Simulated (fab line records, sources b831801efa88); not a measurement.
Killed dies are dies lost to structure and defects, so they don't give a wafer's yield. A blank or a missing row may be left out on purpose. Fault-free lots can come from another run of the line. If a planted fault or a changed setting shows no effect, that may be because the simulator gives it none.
Which tool is to blame? / flow sky130 / 33 wafers from 11 lots sampled at 5 of the route's 708 steps

## WHAT EACH GAUGE READ, for each wafer
Not one reading of a measure or inspect step in the record can be checked against a usual standard deviation.

## TOOL THAT RAN EACH LOT (tool first, then ch and the chambers of the sampled wafers, then the start)
lot=L831; SKY_VIA2_ETCH_14=rieDiel-03 ch 0,1,2, day 36 13:26; SKY_METAL3_DESCUM_15=rieMetal-02 ch 0,1, day 38 19:12; SKY_METAL3_ETCH_16=rieMetal-02 ch 0,1, day 38 19:14; SKY_VIA3_CMP_02=cmp-01 ch 0,1,2, day 38 20:26; SKY_PAD_OPEN_PROBE_99=-
lot=L834; SKY_VIA2_ETCH_14=rieDiel-02 ch 0,2, day 38 05:39; SKY_METAL3_DESCUM_15=rieMetal-02 ch 0,1, day 40 10:42; SKY_METAL3_ETCH_16=rieMetal-02 ch 0,1, day 40 10:44; SKY_VIA3_CMP_02=cmp-01 ch 0,2, day 40 11:51; SKY_PAD_OPEN_PROBE_99=-
lot=L836; SKY_VIA2_ETCH_14=rieDiel-04 ch 1,2, day 38 11:09; SKY_METAL3_DESCUM_15=rieMetal-04 ch 0,1, day 40 15:18; SKY_METAL3_ETCH_16=rieMetal-04 ch 0,1, day 40 15:20; SKY_VIA3_CMP_02=cmp-01 ch 1,2,3, day 40 16:37; SKY_PAD_OPEN_PROBE_99=-
lot=L837; SKY_VIA2_ETCH_14=rieDiel-02 ch 2,3, day 38 16:09; SKY_METAL3_DESCUM_15=rieMetal-02 ch 0,1, day 40 19:33; SKY_METAL3_ETCH_16=rieMetal-02 ch 0,1, day 40 19:35; SKY_VIA3_CMP_02=cmp-02 ch 2,3, day 40 20:42; SKY_PAD_OPEN_PROBE_99=-
lot=L838; SKY_VIA2_ETCH_14=rieDiel-02 ch 0,2,3, day 39 01:34; SKY_METAL3_DESCUM_15=rieMetal-04 ch 0,1, day 41 04:52; SKY_METAL3_ETCH_16=rieMetal-04 ch 0,1, day 41 04:54; SKY_VIA3_CMP_02=cmp-01 ch 1,2, day 41 06:01; SKY_PAD_OPEN_PROBE_99=-
lot=L841; SKY_VIA2_ETCH_14=rieDiel-03 ch 0,2,3, day 39 22:30; SKY_METAL3_DESCUM_15=rieMetal-04 ch 0,1, day 42 01:28; SKY_METAL3_ETCH_16=rieMetal-04 ch 0,1, day 42 01:29; SKY_VIA3_CMP_02=cmp-01 ch 1,2,3, day 42 02:58; SKY_PAD_OPEN_PROBE_99=prober-01, day 48 15:42
lot=L842; SKY_VIA2_ETCH_14=rieDiel-04 ch 0,2, day 40 02:03; SKY_METAL3_DESCUM_15=rieMetal-01 ch 0,1, day 42 03:22; SKY_METAL3_ETCH_16=rieMetal-01 ch 0,1, day 42 03:23; SKY_VIA3_CMP_02=cmp-02 ch 0,1,3, day 42 04:34; SKY_PAD_OPEN_PROBE_99=-
lot=L843; SKY_VIA2_ETCH_14=rieDiel-04 ch 1,2,3, day 40 09:24; SKY_METAL3_DESCUM_15=rieMetal-01 ch 0,1, day 42 11:28; SKY_METAL3_ETCH_16=rieMetal-01 ch 0,1, day 42 11:30; SKY_VIA3_CMP_02=cmp-01 ch 1,3, day 42 12:37; SKY_PAD_OPEN_PROBE_99=-
lot=L844; SKY_VIA2_ETCH_14=rieDiel-04 ch 1,3, day 40 17:36; SKY_METAL3_DESCUM_15=rieMetal-04 ch 0,1, day 42 19:04; SKY_METAL3_ETCH_16=rieMetal-04 ch 0,1, day 42 19:05; SKY_VIA3_CMP_02=cmp-01 ch 0,1, day 42 20:16; SKY_PAD_OPEN_PROBE_99=-
lot=L845; SKY_VIA2_ETCH_14=rieDiel-02 ch 0,2,3, day 40 21:43; SKY_METAL3_DESCUM_15=rieMetal-04 ch 0,1, day 42 22:16; SKY_METAL3_ETCH_16=rieMetal-04 ch 0,1, day 42 22:19; SKY_VIA3_CMP_02=cmp-01 ch 2,3, day 42 23:28; SKY_PAD_OPEN_PROBE_99=prober-01, day 49 08:16
lot=L851; SKY_VIA2_ETCH_14=rieDiel-04 ch 0,3, day 43 02:12; SKY_METAL3_DESCUM_15=rieMetal-02 ch 0,1, day 45 01:11; SKY_METAL3_ETCH_16=rieMetal-02 ch 0,1, day 45 01:13; SKY_VIA3_CMP_02=cmp-01 ch 1,2, day 45 02:26; SKY_PAD_OPEN_PROBE_99=-
- SKY_VIA2_ETCH_14: etches BARC in N2/H2, stops on SiO2, time 45.9 s, target depth 60 nm.
- SKY_METAL3_DESCUM_15: chemistry O2, time 8 s.
- SKY_METAL3_ETCH_16: etches BARC in N2/H2, stops on SiO2, time 88.2 s, target depth 60 nm.
- SKY_VIA3_CMP_02: polishes SiO2.
- SKY_PAD_OPEN_PROBE_99

## AS READ BY THE TOOLS THEMSELVES (means over the sampled wafers that have a number; for cases with no such wafer, the mark the record gives instead)
SKY_VIA2_ETCH_14. Usual: drypumpMotorCurrentA 5.8 A, standard deviation 0.44; oesProductAu 0.854 a.u., standard deviation 0.0045; rfFwdPowerW 495.1 W, standard deviation 2; throttleValvePct 13.225 %, standard deviation 0.0087.
lot=L831; tool=rieDiel-03; drypumpMotorCurrentA (A)=5.7; oesProductAu (a.u.)=0.855; rfFwdPowerW (W)=494.9; throttleValvePct (%)=13.219; flag=
lot=L834; tool=rieDiel-02; drypumpMotorCurrentA (A)=6.2; oesProductAu (a.u.)=0.853; rfFwdPowerW (W)=494.4; throttleValvePct (%)=13.228; flag=
lot=L836; tool=rieDiel-04; drypumpMotorCurrentA (A)=5.7; oesProductAu (a.u.)=0.852; rfFwdPowerW (W)=495.7; throttleValvePct (%)=13.222; flag=
lot=L837; tool=rieDiel-02; drypumpMotorCurrentA (A)=5.9; oesProductAu (a.u.)=0.852; rfFwdPowerW (W)=496.1; throttleValvePct (%)=13.218; flag=
lot=L838; tool=rieDiel-02; drypumpMotorCurrentA (A)=5.9; oesProductAu (a.u.)=0.852; rfFwdPowerW (W)=496.4; throttleValvePct (%)=13.229; flag=
lot=L841; tool=rieDiel-03; drypumpMotorCurrentA (A)=5.8; oesProductAu (a.u.)=0.852; rfFwdPowerW (W)=494.6; throttleValvePct (%)=13.216; flag=
lot=L842; tool=rieDiel-04; drypumpMotorCurrentA (A)=6.2; oesProductAu (a.u.)=0.846; rfFwdPowerW (W)=494.9; throttleValvePct (%)=13.228; flag=
lot=L843; tool=rieDiel-04; drypumpMotorCurrentA (A)=5.6; oesProductAu (a.u.)=0.853; rfFwdPowerW (W)=496.8; throttleValvePct (%)=13.228; flag=
lot=L844; tool=rieDiel-04; drypumpMotorCurrentA (A)=5.4; oesProductAu (a.u.)=0.852; rfFwdPowerW (W)=496.8; throttleValvePct (%)=13.225; flag=
lot=L845; tool=rieDiel-02; drypumpMotorCurrentA (A)=5.9; oesProductAu (a.u.)=0.854; rfFwdPowerW (W)=494.2; throttleValvePct (%)=13.222; flag=
lot=L851; tool=rieDiel-04; drypumpMotorCurrentA (A)=6.2; oesProductAu (a.u.)=0.857; rfFwdPowerW (W)=492.0; throttleValvePct (%)=13.226; flag=

SKY_METAL3_DESCUM_15. Usual: drypumpMotorCurrentA 5.7 A, standard deviation 0.53; oesProductAu 0.992 a.u., standard deviation 0.0088; rfFwdPowerW 147.7 W, standard deviation 0.62.
lot=L831; tool=rieMetal-02; drypumpMotorCurrentA (A)=5.3; oesProductAu (a.u.)=0.995; rfFwdPowerW (W)=148.3; flag=
lot=L834; tool=rieMetal-02; drypumpMotorCurrentA (A)=5.5; oesProductAu (a.u.)=0.995; rfFwdPowerW (W)=147.6; flag=
lot=L836; tool=rieMetal-04; drypumpMotorCurrentA (A)=5.7; oesProductAu (a.u.)=0.991; rfFwdPowerW (W)=147.2; flag=
lot=L837; tool=rieMetal-02; drypumpMotorCurrentA (A)=5.3; oesProductAu (a.u.)=0.995; rfFwdPowerW (W)=148.7; flag=
lot=L838; tool=rieMetal-04; drypumpMotorCurrentA (A)=5.3; oesProductAu (a.u.)=0.986; rfFwdPowerW (W)=147.3; flag=
lot=L841; tool=rieMetal-04; drypumpMotorCurrentA (A)=5.7; oesProductAu (a.u.)=0.985; rfFwdPowerW (W)=146.9; flag=
lot=L842; tool=rieMetal-01; drypumpMotorCurrentA (A)=6.4; oesProductAu (a.u.)=0.991; rfFwdPowerW (W)=148.1; flag=
lot=L843; tool=rieMetal-01; drypumpMotorCurrentA (A)=6.5; oesProductAu (a.u.)=0.987; rfFwdPowerW (W)=148.1; flag=
lot=L844; tool=rieMetal-04; drypumpMotorCurrentA (A)=5.7; oesProductAu (a.u.)=0.985; rfFwdPowerW (W)=147.4; flag=
lot=L845; tool=rieMetal-04; drypumpMotorCurrentA (A)=5.3; oesProductAu (a.u.)=0.990; rfFwdPowerW (W)=148.1; flag=
lot=L851; tool=rieMetal-02; drypumpMotorCurrentA (A)=5.3; oesProductAu (a.u.)=1.002; rfFwdPowerW (W)=147.8; flag=

SKY_METAL3_ETCH_16. Usual: drypumpMotorCurrentA 5.7 A, standard deviation 0.53; oesProductAu 0.625 a.u., standard deviation 0.0049; rfFwdPowerW 497.3 W, standard deviation 1.7; throttleValvePct 13.206 %, standard deviation 0.0087.
lot=L831; tool=rieMetal-02; drypumpMotorCurrentA (A)=5.3; oesProductAu (a.u.)=0.625; rfFwdPowerW (W)=499.2; throttleValvePct (%)=13.209; flag=
lot=L834; tool=rieMetal-02; drypumpMotorCurrentA (A)=5.5; oesProductAu (a.u.)=0.627; rfFwdPowerW (W)=497.5; throttleValvePct (%)=13.210; flag=
lot=L836; tool=rieMetal-04; drypumpMotorCurrentA (A)=5.7; oesProductAu (a.u.)=0.628; rfFwdPowerW (W)=497.2; throttleValvePct (%)=13.210; flag=
lot=L837; tool=rieMetal-02; drypumpMotorCurrentA (A)=5.3; oesProductAu (a.u.)=0.625; rfFwdPowerW (W)=498.1; throttleValvePct (%)=13.204; flag=
lot=L838; tool=rieMetal-04; drypumpMotorCurrentA (A)=5.4; oesProductAu (a.u.)=0.633; rfFwdPowerW (W)=497.1; throttleValvePct (%)=13.204; flag=
lot=L841; tool=rieMetal-04; drypumpMotorCurrentA (A)=5.7; oesProductAu (a.u.)=0.628; rfFwdPowerW (W)=576.6; throttleValvePct (%)=13.205; flag=OFF
lot=L842; tool=rieMetal-01; drypumpMotorCurrentA (A)=6.4; oesProductAu (a.u.)=0.625; rfFwdPowerW (W)=496.5; throttleValvePct (%)=13.199; flag=
lot=L843; tool=rieMetal-01; drypumpMotorCurrentA (A)=6.5; oesProductAu (a.u.)=0.628; rfFwdPowerW (W)=498.3; throttleValvePct (%)=13.214; flag=
lot=L844; tool=rieMetal-04; drypumpMotorCurrentA (A)=5.7; oesProductAu (a.u.)=0.620; rfFwdPowerW (W)=575.6; throttleValvePct (%)=13.214; flag=OFF
lot=L845; tool=rieMetal-04; drypumpMotorCurrentA (A)=5.4; oesProductAu (a.u.)=0.627; rfFwdPowerW (W)=575.9; throttleValvePct (%)=13.207; flag=OFF
lot=L851; tool=rieMetal-02; drypumpMotorCurrentA (A)=5.3; oesProductAu (a.u.)=0.624; rfFwdPowerW (W)=497.8; throttleValvePct (%)=13.204; flag=

SKY_VIA3_CMP_02. Usual: motorCurrentA at 13.0 A, with a standard deviation of 1.1.
lot=L831; tool=cmp-01; motorCurrentA (A)=13.6; flag=
lot=L834; tool=cmp-01; motorCurrentA (A)=12.8; flag=
lot=L836; tool=cmp-01; motorCurrentA (A)=12.9; flag=
lot=L837; tool=cmp-02; motorCurrentA (A)=11.2; flag=
lot=L838; tool=cmp-01; motorCurrentA (A)=13.3; flag=
lot=L841; tool=cmp-01; motorCurrentA (A)=12.9; flag=
lot=L842; tool=cmp-02; motorCurrentA (A)=12.5; flag=
lot=L843; tool=cmp-01; motorCurrentA (A)=13.3; flag=
lot=L844; tool=cmp-01; motorCurrentA (A)=14.4; flag=
lot=L845; tool=cmp-01; motorCurrentA (A)=12.3; flag=
lot=L851; tool=cmp-01; motorCurrentA (A)=13.1; flag=

SKY_PAD_OPEN_PROBE_99. Usual: defectLimitedYield 82.3 %, standard deviation 1.9; killed_at_M0_to_M3 44, standard deviation 6.9; killed_at_M4_up 3.0, standard deviation 1.5; killedAtContacts 24, standard deviation 5.2; killedAtFrontEnd 15, standard deviation 4.1; killedAtOther 0.4, standard deviation 0.62; killedDies 87, standard deviation 9.6; killedOpen 47, standard deviation 7; killedShort 40, standard deviation 6.2; sort_bin_3_pad_short 0.9 %, standard deviation 0.43; sort_bin_5_function 10.5 %, standard deviation 1.4; sort_bin_6_memory 6.4 %, standard deviation 1.2; sortNPass 405, standard deviation 9.6; sortYieldPct 82.3 %, standard deviation 1.9.
lot=L841; tool=prober-01; defectLimitedYield (%)=83.0; killed_at_M0_to_M3=43; killed_at_M4_up=2.3; killedAtContacts=27; killedAtFrontEnd=11; killedAtOther=0.0; killedDies=84; killedOpen=46; killedShort=38; sort_bin_3_pad_short (%)=0.9; sort_bin_5_function (%)=10.5; sort_bin_6_memory (%)=5.7; sortNPass=408; sortYieldPct (%)=83.0; flag=
lot=L845; tool=prober-01; defectLimitedYield (%)=82.1; killed_at_M0_to_M3=47; killed_at_M4_up=3.7; killedAtContacts=25; killedAtFrontEnd=12; killedAtOther=0.7; killedDies=88; killedOpen=50; killedShort=38; sort_bin_3_pad_short (%)=0.7; sort_bin_5_function (%)=10.7; sort_bin_6_memory (%)=6.6; sortNPass=404; sortYieldPct (%)=82.1; flag=

## THE ANSWER, worked out from the rows above alone
Rule: a lot counts as off when the mean over its wafers that have a number is more than 3 standard deviations away from the usual mean. A lot without any number at a reading at which 4 lots or more have one is off too. The other lots that the step has rows for count as sound. First the gauges in route order, then the tools' own readings, where a lot's mean is used as printed above. At the first step where some lot is off, the reading lying furthest off is the one used; lots without a number count as furthest.
Off: L841, L844, L845 (SKY_METAL3_ETCH_16, rfFwdPowerW).
A tool fits if, at that step or a process step before it, it ran every lot that is off, and no sound lot after the first of them. One candidate fits, namely rieMetal-04 at SKY_METAL3_DESCUM_15 and SKY_METAL3_ETCH_16. At SKY_METAL3_DESCUM_15 its last sound lot is L838 (day 41 04:52), its first lot that is off L841 (day 42 01:28): a fault that began between those two fits.

## WHAT THE SIMULATOR PUT IN
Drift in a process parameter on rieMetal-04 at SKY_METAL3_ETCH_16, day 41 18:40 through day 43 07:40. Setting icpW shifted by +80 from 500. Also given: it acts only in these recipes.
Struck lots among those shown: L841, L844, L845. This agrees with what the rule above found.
